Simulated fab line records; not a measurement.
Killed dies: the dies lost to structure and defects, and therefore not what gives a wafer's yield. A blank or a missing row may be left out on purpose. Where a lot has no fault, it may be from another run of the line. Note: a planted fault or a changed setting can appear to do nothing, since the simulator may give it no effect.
Problem report in the 8D (eight disciplines) form, filled by code / flow sky130 / the parts of the form that need people (team, actions taken, sign-off) are left out

1. WHAT WENT WRONG
NWELL_RS at SKY_NWELL_RS_MEAS_29 reads a mean of 613.4 ohm/sq on 6 wafers of 2 lots; wafers without a fault read 624.1 ohm/sq with a standard deviation of 1.9. Measured from the usual mean, that is -5.6 standard deviations.
The step: measures by four-point-probe.
Earliest sighting: wafer L318.1 on film_metro-04 at day 8 01:44. The record holds 33 wafers of 11 lots with a number at this step. The rule behind "out" and "out of limits": a value lying over 4 standard deviations away from the usual mean. All remaining wafers that have a number are taken as sound.

2. WHAT IT IS, WHAT IT ISN'T
question=which readings at this step | is=NWELL_RS | is not=-
question=which lots | is=L318, L319 | is not=L307, L308, L309, L310, L321, L323, L325, L329, L330
question=which wafers of those lots | is=all that have a number | is not=-
question=read on which gauges | is=film_metro-02, film_metro-04 | is not=film_metro-01
question=when | is=from day 8 01:44 | is not=up to then (12 sound wafers); but 15 sound wafers of L321, L323, L325, L329, L330 came after

3. WHAT RULES OUT EACH SUSPECT
Counting: a tool at a process step up to the reading stays a suspect if it ran every lot that is out and no sound lot after the first of them.
- ruled out: the gauge at SKY_NWELL_RS_MEAS_29. Those wafers that are out were read across 2 gauges (film_metro-02, film_metro-04).
- implanter-01 at SKY_NWELL_IMPLANT_12: kept. Every lot that is out went through it, starting with L318 (day 7 05:09), and after that it ran no sound lot; the last sound lot it ran before then is L309 (day 5 04:11). Its own readings are out on those wafers: dose_ions_cm2, faraday_current_uA.
Remaining after the count: implanter-01 at SKY_NWELL_IMPLANT_12.

4. THE CAUSE (what the simulator had put in)
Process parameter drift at SKY_NWELL_IMPLANT_12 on implanter-01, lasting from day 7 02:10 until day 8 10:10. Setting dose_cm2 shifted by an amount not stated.
This tool alone remained once counting was done.

5. THE EFFECT CHAIN, in route order
Rows list readings where the struck wafers' mean (over those with a number) sits beyond 3 standard deviations from the usual. Only readings for which the record gives a usual standard deviation are gone through. hours: the time from each lot's start at the first step in this table that gives one to its start at this step, as a median over the lots. sigmas: the change in usual standard deviations.
hours=0; step=SKY_NWELL_IMPLANT_12; reading=dose_ions_cm2; usual=1.2998e+12; on struck wafers=1.6432e+12; change=+3.4335e+11; sigmas=+99 or more
hours=0; step=SKY_NWELL_IMPLANT_12; reading=faraday_current_uA; usual=7.32; on struck wafers=9.29; change=+1.96; sigmas=+15
hours=21; step=SKY_NWELL_RS_MEAS_29; reading=NWELL_RS; usual=624.1 ohm/sq; on struck wafers=613.4; change=-10.7; sigmas=-5.6
Here are the process steps it includes:
- SKY_NWELL_IMPLANT_12

6. WHAT WOULD HAVE CAUGHT IT SOONER
24 hours passed between the start of the fault at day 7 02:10 and the first reading out of limits at a measuring or inspecting step in this record, taken at day 8 01:44.
The tool's own readings at SKY_NWELL_IMPLANT_12 were out on every struck wafer that the step has a row for (dose_ions_cm2, faraday_current_uA): an alarm limit on them would have fired on the first of those.
By day 8 01:44 the whole set of lots that are out, 2 in number, had already begun SKY_NWELL_IMPLANT_12 on implanter-01. None of them would have been spared by holding the tool at that moment.
